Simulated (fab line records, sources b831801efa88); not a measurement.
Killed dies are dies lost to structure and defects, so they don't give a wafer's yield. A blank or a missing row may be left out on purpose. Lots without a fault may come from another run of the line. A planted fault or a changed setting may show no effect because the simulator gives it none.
fab line records | flow gf180mcu
record lots=24 wafers=72 last_day=34
route steps=602 shown MVSD@136 CONTACT@291 V3@447 M5@533 V5@561
lots that met no fault: from a run of the same line without faults
start_h: hours from the record's first day to the start of the lot's first wafer shown | wait_h: hours since the lot's step before | " the same as in the row above | L1.1+2: a row that stands for several wafers | - no value, or no start given | * or withheld: withheld | < > ~ a bound
route shown NAME@n: a module of which the file shows steps, and the number in the route of the first | usual: mean/standard deviation of fault-free wafers | same: alike in all rows | chamber/n: place in a boat | sites: the reading at each site | _std_site: their standard deviation | _edge_site: outer sites' mean less inner sites' | radius_mm: how far each site lies from the wafer's centre | mask NAME#n: copy n | behind: the tool/chamber that last shaped the wafer | hold: why the lot was held/for how many hours/how that ended | device: the transistor (n, p or np) that didn't switch | end of line: the same wafers' tests at the end of the route | a step without rows: its recipe alone | killed: dies lost to structure and defects at the first sort, not the wafer's yield | map: a wafer's dies, x killed, . not, _ none there
set.NAME: the setting as run; set.NAME@STEP: as run at that earlier step | model.NAME: the simulator's own value behind a step, which no gauge read
steps of the route over a sample of lots; a table a step, a row a wafer
services: from which hour (start_h, from the record's first day; less than 0 if before it) a tool's chamber was out of use, for how many hours, and why
## steps
# step GF_VT_IMPLANT_RS_MEAS_46
# recipe thk_meas_gauge=four-point-probe
# usual MVSD_RS=457.1/1
# columns lot.wafer tool chamber start_h wait_h MVSD_RS[ohm/sq]
L074.2 film_metro-04 - 165.09 0.1 457.2
L074.3 " - " " 458.0
L074.5 " - " " 458.2
L075.1 film_metro-02 - 170.07 0.1 457.2
L075.2 " - " " 457.2
L075.3 " - " " 456.9
L076.2 film_metro-01 - 179.00 0.1 456.7
L076.5 " - " " 457.8
L076.6 " - " " 458.1
L077.1 film_metro-04 - 185.09 0.1 455.3
L077.4 " - " " 455.8
L077.5 " - " " 456.4
L078.2 film_metro-02 - 188.50 0.1 455.4
L078.4 " - " " 456.6
L078.6 " - " " 456.0
L079.1 film_metro-02 - 192.54 0.1 458.9
L079.3 " - " " 457.6
L079.4 " - " " 459.1
L080.2 film_metro-02 - 206.04 0.1 457.1
L080.3 " - " " 456.8
L080.4 " - " " 456.5
L081.1 film_metro-02 - 209.07 0.1 459.6
L081.2 " - " " 458.4
L081.6 " - " " 457.5
L082.1 film_metro-02 - 214.73 0.1 455.7
L082.3 " - " " 456.3
L082.4 " - " " 456.3
L083.1 film_metro-02 - 219.45 0.1 459.1
L083.4 " - " " 457.2
L083.5 " - " " 458.1
L084.1 film_metro-01 - 230.64 0.1 456.8
L084.3 " - " " 456.5
L084.4 " - " " 456.9
L085.2 film_metro-01 - 235.94 0.1 457.9
L085.5 " - " " 457.9
L085.6 " - " " 456.5
L086.1 film_metro-02 - 243.93 0.1 456.0
L086.3 " - " " 456.5
L086.5 " - " " 456.5
L087.1 film_metro-04 - 248.33 0.1 458.2
L087.3 " - " " 458.4
L087.4 " - " " 457.3
L088.1 film_metro-01 - 255.49 0.1 456.1
L088.3 " - " " 457.6
L088.6 " - " " 458.5
L089.1 film_metro-02 - 262.43 0.1 456.1
L089.3 " - " " 456.4
L089.6 " - " " 456.0
L090.3 film_metro-04 - 269.16 0.1 457.8
L090.4 " - " " 458.1
L090.5 " - " " 458.3
L091.3 film_metro-02 - 276.86 0.1 456.7
L091.4 " - " " 455.9
L091.6 " - " " 456.1
L092.3 film_metro-04 - 281.97 0.1 456.2
L092.5 " - " " 458.2
L092.6 " - " " 458.1
L093.2 film_metro-02 - 287.74 0.1 458.4
L093.5 " - " " 458.0
L093.6 " - " " 457.8
L094.1 film_metro-01 - 294.62 0.1 456.1
L094.4 " - " " 456.5
L094.5 " - " " 455.9
L095.4 film_metro-04 - 301.60 0.1 456.7
L095.5 " - " " 458.0
L095.6 " - " " 457.7
L096.1 film_metro-01 - 307.33 0.1 455.3
L096.3 " - " " 455.8
L096.6 " - " " 456.9
L097.1 film_metro-01 - 312.55 0.1 458.0
L097.2 " - " " 458.9
L097.3 " - " " 457.4
# step GF_CONTACT_CMP_04
# recipe material=SiO2 down_force_psi=4 platen_rpm=60 pad_velocity_m_s=0.94248
# usual motor_current_A=11.6/0.97 time_to_endpoint_s=108/6.1
# columns lot.wafer tool chamber start_h wait_h motor_current_A time_to_endpoint_s
L074.2 cmp-02 1 351.50 0.0 13.0 114
L074.3 " 3 " " 12.1 110
L074.5 " 2 " " 11.0 117
L075.3 cmp-02 1 356.38 0.0 13.4 108
L075.2 " 2 " " 10.7 111
L075.1 " 0 " " 11.7 116
L076.2 cmp-01 2 366.69 0.1 10.9 108
L076.6 " 0 " " 10.0 103
L076.5 " 1 " " 11.5 110
L077.1 cmp-01 0 379.79 0.1 10.4 109
L077.4 " 3 " " 11.4 104
L077.5 " 1 " " 11.7 108
L078.2 cmp-01 0 384.49 0.0 9.6 109
L078.4 " 1 " " 11.7 100
L078.6 " 1 " " 11.1 105
L079.4 cmp-01 2 388.40 0.0 10.6 120
L079.1 " 3 " " 12.7 106
L079.3 " 1 " " 11.7 110
L081.2 cmp-01 0 410.53 0.0 10.1 108
L081.1 " 2 " " 10.1 107
L081.6 " 1 " " 12.5 106
L080.4 cmp-01 1 411.40 0.1 11.6 109
L080.2 " 2 " " 11.2 108
L080.3 " 3 " " 11.9 102
L082.4 cmp-01 0 417.90 0.0 10.3 102
L082.3 " 1 " " 11.8 98
L082.1 " 3 " " 12.1 104
L083.4 cmp-01 3 422.51 0.0 12.0 101
L083.1 " 0 " " 9.7 96
L083.5 " 0 " " 9.8 104
L084.4 cmp-02 3 446.34 0.0 11.6 112
L084.3 " 1 " " 12.9 113
L084.1 " 2 " " 11.9 104
L085.2 cmp-01 0 448.39 0.2 9.9 104
L085.6 " 1 " " 12.1 108
L085.5 " 2 " " 10.9 112
L086.3 cmp-01 0 456.00 0.0 9.9 95
L086.1 " 1 " " 11.5 105
L086.5 " 0 " " 9.5 109
L087.3 cmp-02 1 466.15 0.0 12.9 109
L087.4 " 2 " " 11.5 107
L087.1 " 3 " " 11.3 105
L088.3 cmp-02 3 473.30 0.1 11.3 92
L088.1 " 0 " " 12.3 102
L088.6 " 2 " " 11.9 100
L089.3 cmp-02 1 479.80 0.1 12.7 103
L089.1 " 2 " " 11.0 103
L089.6 " 1 " " 13.0 112
L090.3 cmp-02 1 487.39 0.1 13.7 108
L090.4 " 2 " " 11.5 107
L090.5 " 0 " " 11.4 111
L091.4 cmp-02 3 496.70 0.1 11.1 101
L091.3 " 0 " " 11.8 110
L091.6 " 1 " " 12.7 114
L092.3 cmp-02 2 508.92 0.3 11.9 109
L092.6 " 3 " " 11.4 115
L092.5 " 0 " " 12.3 117
L093.2 cmp-02 0 511.33 0.1 11.8 112
L093.6 " 3 " " 11.4 112
L093.5 " 0 " " 11.3 117
L094.1 cmp-02 0 518.21 0.1 11.4 109
L094.4 " 1 " " 13.0 118
L094.5 " 2 " " 11.9 111
L095.4 cmp-02 3 524.99 0.0 11.5 110
L095.6 " 3 " " 11.2 106
L095.5 " 0 " " 12.2 116
L096.1 cmp-02 3 532.15 0.1 11.8 99
L096.3 " 1 " " 12.9 109
L096.6 " 3 " " 11.5 115
L097.1 cmp-01 2 535.90 0.1 10.9 93
L097.2 " 3 " " 11.9 98
L097.3 " 1 " " 11.4 99
# step GF_V3_STRIP_18
# recipe chemistry=O2/N2 power_w=1400 pressure_mtorr=1500 platen_temp_c=250 o2_flow_sccm=3000 n2_flow_sccm=300 overash_fraction=0.5
# usual drypump_motor_current_A=5.8/0.47 heater_power_w=324/30 oes_product_au=0.593/0.0049
# columns lot.wafer tool chamber start_h wait_h drypump_motor_current_A heater_power_w oes_product_au rf_hours_counter_h
L074.2 plasma_asher-03 0 528.43 - 6.2 361 0.596 42
L074.3 " 0 " " 6.2 352 0.592 -
L074.5 " 1 " " 5.2 329 0.595 -
L075.1 plasma_asher-03 1 533.07 - 5.2 333 0.602 42
L075.2 " 0 " " 6.2 357 0.596 42
L075.3 " 1 " " 5.2 334 0.591 -
L076.2 plasma_asher-01 0 543.22 - 5.9 274 0.595 77
L076.5 " 1 " " 5.4 307 0.596 -
L076.6 " 0 " " 5.8 269 0.595 -
L077.1 plasma_asher-01 0 554.76 - 5.9 278 0.599 78
L077.4 " 1 " " 5.4 311 0.591 -
L077.5 " 0 " " 5.9 270 0.595 -
L078.2 plasma_asher-01 0 560.01 - 5.8 269 0.592 79
L078.4 " 1 " " 5.4 296 0.596 -
L078.6 " 0 " " 5.8 277 0.593 -
L079.1 plasma_asher-03 1 576.76 - 5.2 330 0.591 46
L079.3 " 0 " " 6.2 354 0.594 -
L079.4 " 1 " " 5.2 328 0.593 -
L081.1 plasma_asher-03 0 583.95 - 6.2 347 0.589 47
L081.2 " 1 " " 5.2 325 0.589 47
L081.6 " 0 " " 6.2 361 0.595 -
L080.2 plasma_asher-03 0 584.72 - 6.2 353 0.602 47
L080.3 " 0 " " 6.2 357 0.594 -
L080.4 " 1 " " 5.2 321 0.588 -
L082.1 plasma_asher-03 1 590.22 - 5.2 334 0.593 47
L082.3 " 1 " " 5.2 326 0.589 -
L082.4 " 0 " " 6.2 357 0.589 -
L083.1 plasma_asher-01 1 595.10 - 5.4 308 0.586 82
L083.4 " 1 " " 5.4 302 0.584 -
L083.5 " 0 " " 5.8 274 0.581 -
L084.1 plasma_asher-03 0 622.86 - 6.2 345 0.594 50
L084.3 " 1 " " 5.2 342 0.591 -
L084.4 " 0 " " 6.2 356 0.591 -
L085.2 plasma_asher-02 1 623.00 - 5.7 365 0.591 20
L085.5 " 0 " " 6.5 310 0.589 -
L085.6 " 1 " " 5.7 357 0.590 -
L086.1 plasma_asher-01 1 626.16 - 5.4 306 0.602 86
L086.3 " 0 " " 5.8 270 0.598 -
L086.5 " 1 " " 5.4 310 0.595 -
L087.1 plasma_asher-02 1 631.21 - 5.6 359 0.596 21
L087.3 " 0 " " 6.5 309 0.595 -
L087.4 " 1 " " 5.7 365 0.588 -
L088.1 plasma_asher-03 1 637.62 - 5.2 335 0.597 52
L088.3 " 1 " " 5.2 341 0.587 -
L088.6 " 1 " " 5.2 327 0.596 -
L089.1 plasma_asher-03 1 644.20 - 5.2 337 0.592 53
L089.3 " 1 " " 5.2 332 0.592 -
L089.6 " 1 " " 5.2 329 0.589 -
L090.3 plasma_asher-02 1 650.00 - 5.7 363 0.596 -
L090.4 " 0 " " 6.5 310 0.597 -
L090.5 " 1 " " 5.7 362 0.594 -
L091.3 plasma_asher-02 1 665.99 - 5.7 364 0.588 -
L091.4 " 0 " " 6.5 305 0.588 -
L091.6 " 1 " " 5.7 367 0.592 -
L092.3 plasma_asher-01 1 670.10 - 5.4 310 0.599 -
L092.5 " 0 " " 5.8 275 0.593 -
L092.6 " 1 " " 5.4 306 0.590 -
L093.2 plasma_asher-02 0 670.62 - 6.5 308 0.594 25
L093.5 " 1 " " 5.7 357 0.598 -
L093.6 " 0 " " 6.5 307 0.597 -
L094.1 plasma_asher-02 1 675.95 - 5.7 360 0.598 25
L094.4 " 1 " " 5.7 367 0.584 -
L094.5 " 0 " " 6.5 299 0.585 -
L095.4 plasma_asher-03 1 683.00 - 5.2 328 0.596 -
L095.5 " 0 " " 6.2 357 0.593 -
L095.6 " 1 " " 5.2 329 0.584 -
L096.1 plasma_asher-03 0 690.11 - 6.3 356 0.586 58
L096.3 " 0 " " 6.2 349 0.583 -
L096.6 " 1 " " 5.2 324 0.596 -
L097.1 plasma_asher-01 0 691.50 - 5.9 272 0.586 93
L097.2 " 1 " " 5.4 297 0.593 93
L097.3 " 1 " " 5.4 303 0.585 -
# step GF_V3_CMP_26
# recipe stop_on=SiO2 down_force_psi=3.5 platen_rpm=60 t_overpolish_s=15 target_thk_nm=0 pad_velocity_m_s=0.94248
# usual motor_current_A=10.6/0.84 overpolish_run_s=15.001/0.0082 time_to_endpoint_s=83/3.9
# columns lot.wafer tool chamber start_h wait_h motor_current_A overpolish_run_s time_to_endpoint_s
L074.3 cmp-02 3 529.36 0.0 11.0 14.992 82
L074.2 " 1 " " 12.5 14.999 85
L074.5 " 0 " " 10.9 14.994 88
L075.1 cmp-01 0 534.07 0.1 9.6 15.006 79
L075.3 " 1 " " 10.9 15.017 80
L075.2 " 2 " " 9.9 15.005 80
L076.2 cmp-02 1 544.26 0.1 11.3 15.008 87
L076.6 " 3 " " 10.3 15.000 90
L076.5 " 0 " " 10.6 14.995 92
L077.1 cmp-01 3 556.25 0.6 10.9 15.008 85
L077.4 " 0 " " 9.1 15.007 85
L077.5 " 3 " " 10.9 15.006 82
L078.2 cmp-02 0 560.94 0.0 10.8 15.001 85
L078.4 " 1 " " 11.3 15.005 86
L078.6 " 1 " " 11.9 15.012 84
L079.3 cmp-02 0 577.69 0.0 10.6 15.013 92
L079.4 " 1 " " 12.2 14.995 88
L079.1 " 2 " " 10.5 14.997 86
L081.2 cmp-02 1 584.88 0.0 12.0 14.999 85
L081.1 " 3 " " 10.9 14.998 84
L081.6 " 2 " " 10.4 15.004 87
L080.2 cmp-01 2 585.70 0.1 9.7 15.000 84
L080.3 " 3 " " 11.1 14.995 81
L080.4 " 0 " " 8.8 14.989 79
L082.3 cmp-02 0 591.49 0.0 10.5 14.988 90
L082.1 " 1 " " 12.1 15.014 85
L082.4 " 3 " " 11.5 15.005 84
L083.1 cmp-02 3 596.08 0.1 10.4 15.007 82
L083.4 " 1 " " 12.2 14.994 88
L083.5 " 3 " " 11.0 14.998 87
L085.2 cmp-02 1 623.98 0.1 11.7 14.999 87
L085.6 " 0 " " 11.1 15.005 92
L085.5 " 1 " " 12.5 14.993 88
L084.4 cmp-01 2 624.13 0.0 10.3 15.005 78
L084.3 " 0 " " 8.7 15.020 76
L084.1 " 1 " " 10.4 15.009 76
L086.1 cmp-02 2 627.14 0.1 10.5 14.993 78
L086.3 " 3 " " 10.6 15.012 82
L086.5 " 2 " " 9.8 14.996 80
L087.1 cmp-02 2 632.23 0.1 10.5 14.985 80
L087.4 " 3 " " 10.8 15.003 80
L087.3 " 0 " " 11.2 14.986 86
L088.1 cmp-01 0 639.40 0.5 8.8 14.978 78
L088.3 " 2 " " 9.8 15.002 82
L088.6 " 3 " " 10.6 15.010 78
L089.3 cmp-01 1 645.13 0.0 10.8 15.000 84
L089.1 " 2 " " 9.8 14.997 82
L089.6 " 1 " " 10.5 15.006 79
L090.3 cmp-01 2 651.28 0.1 9.8 14.999 84
L090.4 " 0 " " 8.8 15.017 84
L090.5 " 2 " " 10.5 15.001 82
L091.4 cmp-02 2 667.28 0.0 10.9 14.994 84
L091.3 " 0 " " 11.1 15.008 91
L091.6 " 2 " " 10.1 14.998 87
L092.3 cmp-01 2 671.08 0.1 9.9 15.001 84
L092.5 " 1 " " 10.9 14.992 81
L092.6 " 2 " " 10.2 14.994 85
L093.2 cmp-02 1 672.04 0.2 12.0 15.000 84
L093.6 " 2 " " 10.5 15.017 84
L093.5 " 3 " " 10.9 15.008 81
L094.4 cmp-01 3 676.97 0.0 10.8 14.999 80
L094.1 " 1 " " 10.3 15.002 82
L094.5 " 0 " " 8.7 15.001 85
L095.4 cmp-02 0 684.12 0.1 11.6 14.991 85
L095.6 " 2 " " 10.4 15.004 82
L095.5 " 3 " " 10.3 15.013 82
L096.3 cmp-01 2 691.27 0.1 9.8 15.004 81
L096.1 " 0 " " 9.1 14.985 81
L096.6 " 2 " " 10.4 15.003 84
L097.1 cmp-01 2 692.57 0.2 9.6 15.017 78
L097.3 " 3 " " 10.8 14.993 76
L097.2 " 0 " " 9.3 15.006 79
# step GF_M5_CD_MEAS_07
# recipe target_cd_nm=280
# usual cd_nm=280.4/1.3
# columns lot.wafer tool chamber start_h wait_h cd_nm
L074.2 cd_sem-01 - 624.15 0.1 279.6
L074.3 " - " " 280.0
L074.5 " - " " 278.9
L075.1 cd_sem-02 - 624.67 0.1 282.1
L075.2 " - " " 283.1
L075.3 " - " " 282.1
L076.2 cd_sem-02 - 633.30 0.1 280.6
L076.5 " - " " 280.3
L076.6 " - " " 279.8
L077.1 cd_sem-02 - 645.77 0.1 279.3
L077.4 " - " " 280.4
L077.5 " - " " 279.1
L078.2 cd_sem-01 - 650.49 0.1 282.5
L078.4 " - " " 281.2
L078.6 " - " " 281.0
L079.1 cd_sem-01 - 663.54 0.1 280.9
L079.3 " - " " 280.2
L079.4 " - " " 280.4
L081.1 cd_sem-02 - 670.69 0.1 279.7
L081.2 " - " " 279.4
L081.6 " - " " 280.4
L080.2 cd_sem-02 - 672.34 0.1 281.1
L080.3 " - " " 280.2
L080.4 " - " " 280.2
L082.1 cd_sem-01 - 677.22 0.1 278.8
L082.3 " - " " 280.0
L082.4 " - " " 277.7
L083.1 cd_sem-01 - 680.93 0.1 281.2
L083.4 " - " " 282.8
L083.5 " - " " 281.9
L085.2 cd_sem-01 - 706.00 0.1 280.3
L085.5 " - " " 281.0
L085.6 " - " " 281.1
L084.1 cd_sem-01 - 707.99 0.2 278.8
L084.3 " - " " 279.2
L084.4 " - " " 280.2
L086.1 cd_sem-01 - 710.29 0.2 276.5
L086.3 " - " " 278.9
L086.5 " - " " 277.0
L087.1 cd_sem-02 - 714.28 0.1 280.7
L087.3 " - " " 280.2
L087.4 " - " " 279.7
L088.1 cd_sem-01 - 719.62 0.1 280.1
L088.3 " - " " 280.2
L088.6 " - " " 279.7
L089.1 cd_sem-01 - 725.43 0.1 279.2
L089.3 " - " " 279.4
L089.6 " - " " 279.7
L090.3 cd_sem-01 - 731.36 0.1 281.9
L090.4 " - " " 281.5
L090.5 " - " " 280.6
L091.3 cd_sem-01 - 745.82 0.1 281.3
L091.4 " - " " 280.3
L091.6 " - " " 280.3
L092.3 cd_sem-01 - 750.22 0.1 281.9
L092.5 " - " " 281.7
L092.6 " - " " 280.8
L093.2 cd_sem-02 - 750.50 0.1 281.6
L093.5 " - " " 281.8
L093.6 " - " " 281.6
L094.1 cd_sem-02 - 754.93 0.1 280.5
L094.4 " - " " 280.5
L094.5 " - " " 279.3
L095.4 cd_sem-01 - 759.99 0.1 280.2
L095.5 " - " " 280.4
L095.6 " - " " 281.0
L096.1 cd_sem-01 - 766.53 0.1 279.5
L096.3 " - " " 281.4
L096.6 " - " " 278.7
L097.1 cd_sem-01 - 767.23 0.1 282.4
L097.2 " - " " 282.8
L097.3 " - " " 283.3
# step GF_V5_SPUTTER_21
# recipe material=Ti target_thk_nm=15 chamber_pressure_pa=5 power_w=2500 substrate_temp_c=200 time_s=80.02
# usual chamber_pressure_pa=5.000/0.01 throttle_valve_pct=29.8/1.1
# columns lot.wafer tool chamber start_h wait_h chamber_pressure_pa throttle_valve_pct
L074.2 pvd_sputter-04 - 646.82 0.0 5.002 33.2
L074.3 " - " " 4.999 29.9
L074.5 " - " " 5.004 29.8
L075.1 pvd_sputter-02 - 647.68 0.0 5.004 28.7
L075.2 " - " " 4.997 29.7
L075.3 " - " " 4.991 29.9
L076.2 pvd_sputter-02 - 655.95 0.0 5.004 29.4
L076.5 " - " " 5.013 29.7
L076.6 " - " " 5.001 29.6
L077.1 pvd_sputter-02 - 667.97 0.0 4.993 28.7
L077.4 " - " " 5.002 29.4
L077.5 " - " " 4.984 29.8
L078.2 pvd_sputter-02 - 672.92 0.0 4.992 29.4
L078.4 " - " " 5.009 30.1
L078.6 " - " " 4.994 28.7
L079.1 pvd_sputter-02 - 685.76 0.0 5.003 28.4
L079.3 " - " " 5.013 29.6
L079.4 " - " " 5.004 29.8
L081.1 pvd_sputter-01 - 692.63 0.0 4.975 30.7
L081.2 " - " " 4.994 30.6
L081.6 " - " " 5.014 30.6
L080.2 pvd_sputter-01 - 693.81 0.0 4.980 30.5
L080.3 " - " " 4.985 29.7
L080.4 " - " " 5.002 30.5
L082.1 pvd_sputter-02 - 699.33 0.0 4.996 28.7
L082.3 " - " " 5.004 29.6
L082.4 " - " " 5.001 28.4
L083.1 pvd_sputter-04 - 702.42 0.0 5.001 29.3
L083.4 " - " " 4.994 29.8
L083.5 " - " " 4.986 33.4
L085.2 pvd_sputter-02 - 726.69 0.0 5.009 28.3
L085.5 " - " " 4.988 29.6
L085.6 " - " " 5.012 28.7
L084.1 pvd_sputter-04 - 727.58 0.0 4.996 29.9
L084.3 " - " " 4.986 29.3
L084.4 " - " " 5.027 29.9
L086.1 pvd_sputter-01 - 730.70 0.0 4.993 30.3
L086.3 " - " " 5.010 29.1
L086.5 " - " " 4.999 30.4
L087.1 pvd_sputter-04 - 734.72 0.0 5.007 30.0
L087.3 " - " " 5.003 33.0
L087.4 " - " " 5.007 29.0
L088.1 pvd_sputter-04 - 739.68 0.0 5.009 29.3
L088.3 " - " " 4.995 30.3
L088.6 " - " " 4.997 30.1
L089.1 pvd_sputter-01 - 745.42 0.0 5.002 30.5
L089.3 " - " " 5.005 30.5
L089.6 " - " " 5.009 29.3
L090.3 pvd_sputter-04 - 750.97 0.0 4.989 30.3
L090.4 " - " " 4.989 29.7
L090.5 " - " " 5.009 30.3
L091.3 pvd_sputter-02 - 765.43 0.0 4.998 28.3
L091.4 " - " " 5.008 29.9
L091.6 " - " " 5.014 29.9
L092.3 pvd_sputter-04 - 769.38 0.0 5.000 33.3
L092.5 " - " " 4.997 30.0
L092.6 " - " " 4.998 29.0
L093.2 pvd_sputter-02 - 770.21 0.0 4.998 29.2
L093.5 " - " " 4.991 28.8
L093.6 " - " " 5.022 29.8
L094.1 pvd_sputter-02 - 773.90 0.0 5.010 29.7
L094.4 " - " " 5.010 29.7
L094.5 " - " " 4.997 28.2
L095.4 pvd_sputter-02 - 778.80 0.0 4.995 28.8
L095.5 " - " " 4.981 28.3
L095.6 " - " " 4.989 30.0
L096.1 pvd_sputter-01 - 785.08 0.0 5.014 31.1
L096.3 " - " " 4.993 30.7
L096.6 " - " " 4.995 30.7
L097.1 pvd_sputter-04 - 785.83 0.0 5.004 30.2
L097.2 " - " " 4.981 29.2
L097.3 " - " " 4.998 33.4
## services
# columns tool chamber start_h hours kind
cmp-02 - 370.40 4.7 pm
cmp-02 - 404.14 4.0 pm
cmp-02 - 409.97 7.3 pm
cmp-02 - 449.68 9.3 pm
cmp-01 - 465.75 3.0 repair
cmp-02 - 489.26 0.7 repair
cmp-01 - 500.96 4.2 pm
cmp-01 - 505.15 8.2 pm
cmp-01 - 517.94 0.9 repair
cmp-02 - 540.49 2.1 repair
cmp-02 - 561.63 1.5 repair
cmp-01 - 577.27 4.0 pm
pvd_sputter-02 - 581.57 7.5 repair
cmp-01 - 616.12 0.6 repair
cmp-01 - 631.47 7.6 repair
cmp-02 - 638.69 0.8 repair
cmp-02 - 649.97 3.5 pm
cmp-02 - 712.46 0.3 repair
cmp-01 - 725.34 2.0 repair
cmp-02 - 744.18 4.0 pm
cmp-02 - 745.17 5.1 repair
cmp-01 - 750.34 0.6 repair
cmp-02 - 771.07 3.0 repair
cmp-02 - 779.01 5.4 pm
## key
fault none
